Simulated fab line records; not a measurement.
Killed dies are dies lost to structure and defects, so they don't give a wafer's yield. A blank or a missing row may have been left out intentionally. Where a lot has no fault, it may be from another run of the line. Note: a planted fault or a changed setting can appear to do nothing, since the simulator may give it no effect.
A struck lot beside a sound one + flow sky130 + 27 out of 708 route steps
Sound: these wafers, L740.1, L740.2, L740.6. Struck: wafers L724.4, L724.5, L724.6. The cause is named last.
For every step that has rows: the tool of each side, followed by ch and its chambers, followed by its first start. Under that, the readings that differ: sound wafers + struck wafers + difference of the means + sigmas: that difference in standard deviations of wafers without a fault.
alike: readings whose means differ by less than 2 such deviations, and words and numbers that are the same on both sides. not compared: withheld readings, readings that some wafer has no value for, bounds like >300 that may hide the same value, and numbers for which the record gives no deviation and whose values overlap.
The two part at a step that has a row with sigmas, a row that says differs or no value, or rows on one side only. Non-overlapping numbers with no deviation appear without sigmas and do not part them. Lack of a reading on every wafer of one side parts them only where that side has two or more wafers.

SKY_SD_N_OVL_MEAS_08:
  sound: overlay-02 at day 34 21:56; struck: overlay-02 at day 29 18:49
  alike: SD_N_OVL
then, 2 steps without rows for these wafers: SKY_SD_N_IMPLANT_09; SKY_SD_N_IMPLANT_10.
SKY_SD_N_STRIP_11: strips in O2/N2.
  sound on plasmaAsher-03 ch 0,1, day 34 22:16; struck on plasmaAsher-01 ch 0,1, day 29 19:10
| reading                  | sound             | struck            | difference | sigmas |
|--------------------------|-------------------|-------------------|------------|--------|
| stripTimeToEndpointS (s) | 22.60 22.61 22.57 | 22.50 22.53 22.48 | -0.09      | -3     |
  alike: drypumpMotorCurrentA, oesProductAu
  not compared: rfHoursCounterH
SKY_SD_N_TW_MEAS_12:
  sound: filmMetro-04 at day 34 22:22; struck: filmMetro-01 at day 29 19:16
| reading | sound          | struck         | difference | sigmas |
|---------|----------------|----------------|------------|--------|
| SD_N_TW | 4013 4005 4016 | 3931 3948 3927 | -76        | -2     |
then, 1 step without rows for these wafers: SKY_SD_N_CLEAN_13 (cleans in SC1/SC2, time 150 s).
SKY_SD_N_RTA_14: time 2 s.
  sound on rtpAnneal-01 ch 0, day 34 22:28; struck on rtpAnneal-02 ch 0, day 29 19:23
  alike: chamberO2Ppm, lampPowerPct, wafer_temp_C_max
SKY_SD_N_RS_MEAS_16: a four-point-probe measurement.
  sound: filmMetro-02 at day 34 22:38; struck: filmMetro-04 at day 29 19:35
  alike: SD_N_RS
SKY_SD_N_RS_MEAS_17: a four-point-probe measurement.
  sound: filmMetro-02 at day 34 22:46; struck: filmMetro-04 at day 29 19:42
  alike: SD_P_RS
SKY_SD_N_RS_MEAS_18: a four-point-probe measurement.
  sound: filmMetro-02 at day 34 22:53; struck: filmMetro-04 at day 29 19:49
  alike: RES_XHIGH_RS
then, 1 step without rows for these wafers: SKY_SALICIDE_CLEAN_00 (cleans in HF-last, time 30 s).
SKY_LI_CONTACT_HDPCVD_00: deposits PSG, target thk 930 nm, time 155 s.
  sound on hdpcvd-02 ch 0,1,2, day 34 23:01; struck on hdpcvd-02 ch 0,1,2, day 29 19:57
  no value came back on the struck wafers for pressureMtorr (mTorr), runLengthS (s); on the sound wafers pressureMtorr (mTorr) reads 5.992 5.982 6.020
SKY_LI_CONTACT_CMP_02: polishes PSG.
  sound on cmp-01 ch 1,3, day 34 23:14; struck on cmp-01 ch 0,3, day 29 20:07
| reading             | sound          | struck | difference                    | sigmas |
|---------------------|----------------|--------|-------------------------------|--------|
| timeToEndpointS (s) | 33.0 34.4 30.2 | - - -  | no value on the struck wafers |        |
  alike: motorCurrentA
SKY_LI_CONTACT_BOW_MEAS_03:
  sound: filmMetro-02 at day 34 23:29; struck: filmMetro-02 at day 29 20:25
| reading             | sound    | struck   | difference | sigmas |
|---------------------|----------|----------|------------|--------|
| LI_CONTACT_BOW (um) | 58 69 50 | 31 21 25 | -33        | -5     |
then, 8 steps without rows for these wafers: SKY_LI_CONTACT_DEHYDRATE_04 (time 60 s); SKY_LI_CONTACT_HMDS_05 (prime time 60 s); SKY_LI_CONTACT_COAT_06 (resist thk 60 nm); SKY_LI_CONTACT_COAT_07 (resist thk 450 nm); SKY_LI_CONTACT_SOFTBAKE_08 (time 90 s); SKY_LI_CONTACT_EXPOSE_09 (exposes mask LICM1, target cd 170 nm); SKY_LI_CONTACT_PEB_10; SKY_LI_CONTACT_DEVELOP_11 (develop time 60 s).
SKY_LI_CONTACT_CD_MEAS_12 targets a cd of 170 nm.
  sound: cdSem-01 at day 36 01:58; struck: cdSem-02 at day 31 00:07
  alike: cdNm
SKY_LI_CONTACT_OVL_MEAS_13:
  sound: overlay-01 at day 36 02:05; struck: overlay-01 at day 31 00:12
  alike: LI_CONTACT_OVL
SKY_LI_CONTACT_ETCH_14: etches BARC in N2/H2, stops on SiO2, time 45.9 s, target depth 60 nm.
  sound on rieDiel-04 ch 0,1,3, day 36 02:07; struck on rieDiel-02 ch 1,2,3, day 31 00:13
  alike: drypumpMotorCurrentA, oesProductAu, throttleValvePct
  not compared: rfHoursCounterH
SKY_LI_CONTACT_ETCH_15: etches PSG in C4F8/O2/Ar, stops on Si, target depth 600 nm.
  sound on rieDiel-04 ch 0,1,3, day 36 02:10; struck on rieDiel-02 ch 1,2,3, day 31 00:16
| reading                              | sound             | struck            | difference | sigmas |
|--------------------------------------|-------------------|-------------------|------------|--------|
| oesProductAu (a.u.)                  | 0.838 0.844 0.836 | 0.374 0.370 0.382 | -0.464     | -99    |
| model.etch.depthNm (nm)              | 597 597.4 597.6   | 0 0 0             | -597       |        |
| model.LI_CONTACT.featureDepthNm (nm) | 597 597.4 597.6   | 1e-09 1e-09 1e-09 | -6e+02     |        |
SKY_LI_CONTACT_STRIP_16: strips in O2/N2.
  sound on plasmaAsher-01 ch 0,1, day 36 02:15; struck on plasmaAsher-03 ch 0,1, day 31 00:23
  alike: drypumpMotorCurrentA, oesProductAu, stripTimeToEndpointS
  not compared: rfHoursCounterH

WHERE THEY PART
At SKY_SD_N_STRIP_11 first; at SKY_LI_CONTACT_ETCH_15 last (within this record only). Later steps at which nothing parts them and some readings are alike: SKY_LI_CONTACT_STRIP_16.

WHY: what had been put in by the simulator
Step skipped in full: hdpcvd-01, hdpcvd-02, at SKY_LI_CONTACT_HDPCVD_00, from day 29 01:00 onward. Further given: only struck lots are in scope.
